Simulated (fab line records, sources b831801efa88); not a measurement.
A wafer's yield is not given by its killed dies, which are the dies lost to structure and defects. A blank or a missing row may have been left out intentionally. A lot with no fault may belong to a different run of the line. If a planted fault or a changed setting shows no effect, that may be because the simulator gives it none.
What tool caused it? ; flow sky130 ; 24 lots, 72 wafers sampled, at 6 steps of a route of 708

== WHAT THE GAUGES SHOWED, per wafer ==
SKY_NWELL_THK_MEAS_02. Usual: NWELL_OXIDATION_THK 10.09 nm, standard deviation 0.22.
lot;measured;on;NWELL_OXIDATION_THK (nm);flag
L074;day 2 14:28;film metro-03;10.21 10.03 10.06;
L075;day 2 18:31;film metro-04;10.21 10.25 9.98;
L076;day 3 01:32;film metro-04;9.71 9.67 9.81;
L077;day 3 05:41;film metro-01;9.88 10.04 9.82;
L078;day 3 11:17;film metro-03;10.45 10.33 10.33;
L079;day 3 16:14;film metro-03;10.16 10.10 10.07;
L080;day 3 20:40;film metro-04;9.98 10.11 10.18;
L081;day 4 05:55;film metro-03;10.26 10.36 10.08;
L082;day 4 20:22;film metro-01;10.14 10.18 10.13;
L083;day 4 20:22;film metro-03;9.99 10.31 10.18;
L084;day 5 02:50;film metro-04;9.84 10.00 9.88;
L085;day 5 02:50;film metro-03;9.97 10.16 10.04;
L086;day 5 04:41;film metro-03;10.49 10.37 10.51;
L087;day 5 08:31;film metro-04;9.84 9.63 9.82;
L089;day 5 18:26;film metro-03;10.17 10.25 10.26;
L088;day 5 18:26;film metro-04;10.29 10.38 10.17;
L090;day 6 03:02;film metro-04;9.68 9.74 9.56;
L091;day 6 05:58;film metro-01;9.86 9.77 9.93;
L092;day 6 09:47;film metro-04;10.33 10.27 10.21;
L093;day 6 14:00;film metro-01;10.32 10.38 10.53;
L094;day 6 22:14;film metro-04;10.20 10.29 10.10;
L095;day 7 04:46;film metro-03;9.79 9.87 10.00;
L096;day 7 06:58;film metro-01;10.21 10.24 10.27;
L097;day 7 13:31;film metro-03;9.89 9.93 9.99;

SKY_METAL1_RS_MEAS_05: measurement is done with a four-point probe. Usual: METAL1_ALCU_RS 0.1262 ohm/sq, standard deviation 0.0015.
lot;measured;on;METAL1_ALCU_RS (ohm/sq);flag
L074;day 32 08:10;film metro-03;0.1255 0.1285 0.1268;
L075;day 32 14:35;film metro-01;0.1246 0.1244 0.1267;
L076;day 32 22:28;film metro-03;0.1298 0.1279 0.1269;
L077;day 33 03:34;film metro-03;0.1250 0.1255 0.1249;
L078;day 33 16:31;film metro-04;0.1255 0.1256 0.1274;
L079;day 33 22:33;film metro-04;0.1249 0.1252 0.1249;
L080;day 34 06:20;film metro-04;0.1275 0.1253 0.1258;
L081;day 34 22:10;film metro-03;0.1270 0.1282 0.1274;
L082;day 35 17:50;film metro-03;0.1239 0.1256 0.1239;
L083;day 35 20:35;film metro-04;0.1245 0.1259 0.1276;
L084;day 36 01:37;film metro-04;0.1245 0.1269 0.1249;
L085;day 36 07:11;film metro-03;0.1243 0.1253 0.1237;
L086;day 36 06:42;film metro-04;0.1260 0.1268 0.1278;
L087;day 36 10:17;film metro-04;0.1270 0.1258 0.1286;
L089;day 37 03:15;film metro-01;0.1275 0.1284 0.1280;
L088;day 36 21:59;film metro-04;0.1272 0.1268 0.1254;
L090;day 37 09:04;film metro-01;0.1268 0.1273 0.1257;
L091;day 37 15:26;film metro-04;0.1274 0.1256 0.1252;
L092;day 38 06:16;film metro-04;0.1276 0.1279 0.1274;
L093;day 38 00:15;film metro-03;0.1250 0.1249 0.1240;
L094;day 38 13:43;film metro-01;0.1255 0.1250 0.1248;
L095;day 38 19:47;film metro-01;0.1284 0.1244 0.1263;
L096;day 39 00:34;film metro-04;0.1276 0.1264 0.1276;
L097;day 39 07:22;film metro-04;0.1254 0.1264 0.1254;

SKY_VIA2_THK_MEAS_01. Usual: VIA2_HDPCVD_THK 1184 nm, standard deviation 11.
lot;measured;on;VIA2_HDPCVD_THK (nm);flag
L074;day 35 20:20;film metro-03;1188 1194 1206;
L075;day 36 02:58;film metro-03;1189 1160 1168;
L076;day 36 10:26;film metro-01;1184 1191 1187;
L077;day 36 15:13;film metro-03;1200 1221 1186;
L078;day 37 03:07;film metro-03;1195 1199 1182;
L079;day 37 09:07;film metro-02;1212 1186 1194;
L080;day 37 18:07;film metro-02;1176 1179 1174;
L081;day 38 09:36;film metro-03;1180 1190 1168;
L082;day 39 05:44;film metro-02;1195 1192 1186;
L083;day 39 07:05;film metro-02;1195 1187 1204;
L084;day 39 10:28;film metro-03;1167 1162 1166;
L085;day 39 17:15;film metro-02;1181 1197 1180;
L086;day 39 17:34;film metro-03;1195 1193 1172;
L087;day 39 19:22;film metro-01;1190 1177 1185;
L089;day 40 12:28;film metro-02;1180 1177 1179;
L088;day 40 07:52;film metro-03;1178 1170 1189;
L090;day 40 17:34;film metro-03;1183 1171 1185;
L091;day 40 23:50;film metro-02;1181 1196 1181;
L092;day 41 13:56;film metro-02;1177 1182 1177;
L093;day 41 06:19;film metro-03;1187 1200 1193;
L094;day 41 20:32;film metro-02;1177 1178 1179;
L095;day 42 02:24;film metro-03;1187 1176 1184;
L096;day 42 06:44;film metro-03;1195 1182 1179;
L097;day 42 12:10;film metro-03;1182 1175 1168;

SKY_VIA3_THK_MEAS_01. Usual: VIA3_HDPCVD_THK 1632 nm, standard deviation 20.
lot;measured;on;VIA3_HDPCVD_THK (nm);flag
L074;day 39 06:34;film metro-04;1611 1654 1642;
L075;day 39 12:47;film metro-02;1651 1629 1622;
L076;day 39 20:23;film metro-02;1656 1636 1641;
L077;day 40 00:07;film metro-02;1672 1647 1658;
L078;day 40 11:16;film metro-01;1666 1666 1635;
L079;day 40 17:17;film metro-02;1631 1645 1641;
L080;day 41 02:58;film metro-02;1664 1671 1651;
L081;day 41 17:00;film metro-04;1584 1596 1610;
L082;day 42 11:45;film metro-02;1641 1632 1640;
L083;day 42 12:54;film metro-02;1656 1625 1629;
L084;day 42 16:21;film metro-01;1647 1638 1660;
L085;day 42 22:41;film metro-04;1584 1602 1606;
L086;day 42 22:58;film metro-04;1633 1628 1628;
L087;day 43 00:18;film metro-02;1599 1629 1641;
L089;day 43 16:32;film metro-04;1601 1612 1638;
L088;day 43 11:35;film metro-02;1645 1625 1642;
L090;day 43 20:47;film metro-01;1619 1637 1602;
L091;day 44 02:32;film metro-04;1653 1650 1658;
L092;day 44 15:53;film metro-02;1607 1595 1622;
L093;day 44 09:53;film metro-01;1628 1611 1604;
L094;day 44 23:47;film metro-02;1614 1628 1617;
L095;day 45 05:19;film metro-01;1615 1625 1651;
L096;day 45 08:19;film metro-04;1667 1641 1664;
L097;day 45 12:41;film metro-04;1620 1622 1601;

== WHICH TOOL RAN EACH LOT (tool, then ch and the chambers of the sampled wafers, then the start) ==
lot;SKY_VIA1_ETCH_14;SKY_METAL2_SPUTTER_03
L074;rie diel-03 ch 0,1,2, day 34 15:36;pvd sputter-03, day 34 16:59
L075;rie diel-03 ch 0,1,2, day 34 21:54;pvd sputter-03, day 34 23:17
L076;rie diel-02 ch 2,3, day 35 05:09;pvd sputter-03, day 35 06:35
L077;rie diel-02 ch 1,3, day 35 10:02;pvd sputter-04, day 35 11:25
L078;rie diel-03 ch 0,1,2, day 35 22:32;pvd sputter-04, day 35 23:55
L079;rie diel-02 ch 0,2,3, day 36 04:14;pvd sputter-04, day 36 05:37
L080;rie diel-02 ch 0,1,3, day 36 12:59;pvd sputter-04, day 36 14:22
L081;rie diel-03 ch 1,2,3, day 37 04:33;pvd sputter-02, day 37 05:59
L082;rie diel-04 ch 0,2,3, day 38 00:50;pvd sputter-02, day 38 02:14
L083;rie diel-04 ch 1,2, day 38 02:30;pvd sputter-03, day 38 03:53
L084;rie diel-02 ch 1,2,3, day 38 06:51;pvd sputter-04, day 38 08:20
L085;rie diel-04 ch 0,3, day 38 13:14;pvd sputter-04, day 38 14:43
L086;rie diel-02 ch 1,2, day 38 13:20;pvd sputter-03, day 38 15:01
L087;rie diel-03 ch 2,3, day 38 15:59;pvd sputter-04, day 38 17:24
L089;rie diel-03 ch 0,1, day 39 08:22;pvd sputter-04, day 39 09:46
L088;rie diel-04 ch 1,2, day 39 03:41;pvd sputter-04, day 39 05:04
L090;rie diel-03 ch 2,3, day 39 13:59;pvd sputter-02, day 39 15:22
L091;rie diel-02 ch 1,2,3, day 39 20:32;pvd sputter-03, day 39 21:55
L092;rie diel-03 ch 0,2,3, day 40 11:02;pvd sputter-03, day 40 12:25
L093;rie diel-02 ch 1,2,3, day 40 03:44;pvd sputter-04, day 40 05:07
L094;rie diel-02 ch 0,1,2, day 40 18:14;pvd sputter-03, day 40 19:40
L095;rie diel-03 ch 0,2, day 41 00:08;pvd sputter-03, day 41 01:34
L096;rie diel-03 ch 2,3, day 41 03:38;pvd sputter-04, day 41 05:01
L097;rie diel-04 ch 0,1, day 41 09:53;pvd sputter-02, day 41 11:16
- SKY_VIA1_ETCH_14: etches BARC in N2/H2, stops on SiO2, time 45.9 s, target depth 60 nm.
- SKY_METAL2_SPUTTER_03: material Ti, target thk 5 nm, time 3.3 s.

== AS READ BY THE TOOLS THEMSELVES (means over the sampled wafers that have a number; for cases with no such wafer, the mark the record gives instead) ==
SKY_VIA1_ETCH_14. Usual: drypump motor current A 5.9 A, standard deviation 0.56; h2 flow sccm 200.0 sccm, standard deviation 0.57; oes product au 0.854 a.u., standard deviation 0.0048; throttle valve pct 13.226 %, standard deviation 0.0085.
lot;tool;drypump motor current A (A);h2 flow sccm (sccm);oes product au (a.u.);throttle valve pct (%);flag
L074;rie diel-03;6.1;199.7;0.849;13.220;
L075;rie diel-03;6.1;199.3;0.853;13.224;
L076;rie diel-02;5.9;199.9;0.857;13.228;
L077;rie diel-02;5.1;200.4;0.853;13.222;
L078;rie diel-03;6.1;200.5;0.856;13.225;
L079;rie diel-02;5.6;199.9;0.856;13.231;
L080;rie diel-02;5.1;200.1;0.852;13.222;
L081;rie diel-03;6.3;199.9;0.858;13.231;
L082;rie diel-04;6.1;200.6;0.857;13.227;
L083;rie diel-04;6.3;200.0;0.851;13.224;
L084;rie diel-02;5.5;199.7;0.856;13.228;
L085;rie diel-04;6.1;199.3;0.851;13.218;
L086;rie diel-02;5.8;199.5;0.853;13.221;
L087;rie diel-03;6.0;200.4;0.853;13.229;
L089;rie diel-03;6.0;200.1;0.848;13.223;
L088;rie diel-04;6.5;200.0;0.856;13.216;
L090;rie diel-03;6.0;200.3;0.853;13.228;
L091;rie diel-02;5.5;199.9;0.856;13.225;
L092;rie diel-03;5.9;199.8;0.861;13.223;
L093;rie diel-02;5.5;199.5;0.853;13.238;
L094;rie diel-02;5.3;200.2;0.855;13.226;
L095;rie diel-03;5.7;200.1;0.848;13.224;
L096;rie diel-03;6.0;200.7;0.857;13.230;
L097;rie diel-04;6.5;199.9;0.849;13.231;

SKY_METAL2_SPUTTER_03. Usual: 30.1 % for throttle valve pct, sd 0.78.
lot;tool;throttle valve pct (%);flag
L074;pvd sputter-03;30.2;
L075;pvd sputter-03;30.1;
L076;pvd sputter-03;30.0;
L077;pvd sputter-04;30.1;
L078;pvd sputter-04;30.0;
L079;pvd sputter-04;30.1;
L080;pvd sputter-04;29.9;
L081;pvd sputter-02;29.7;
L082;pvd sputter-02;30.2;
L083;pvd sputter-03;29.6;
L084;pvd sputter-04;30.1;
L085;pvd sputter-04;30.5;
L086;pvd sputter-03;29.6;
L087;pvd sputter-04;29.9;
L089;pvd sputter-04;30.6;
L088;pvd sputter-04;30.1;
L090;pvd sputter-02;30.0;
L091;pvd sputter-03;30.0;
L092;pvd sputter-03;30.1;
L093;pvd sputter-04;30.0;
L094;pvd sputter-03;30.0;
L095;pvd sputter-03;30.0;
L096;pvd sputter-04;29.8;
L097;pvd sputter-02;30.4;

== THE ANSWER, worked out from the rows above alone ==
Rule: a lot counts as off when the mean over its wafers that have a number is more than 3 standard deviations away from the usual mean. Also off: a lot with no number at a reading for which 4 or more lots have one. Where the step has rows for the other lots, those lots are counted as sound. First the gauges in route order, then the tools' own readings, where a lot's mean is used as printed above. At the first step where some lot is off, the reading lying furthest off is the one used; lots without a number count as furthest.
Nothing can be told from this: no lot is off at any reading shown.

== WHAT THE SIMULATOR PUT IN ==
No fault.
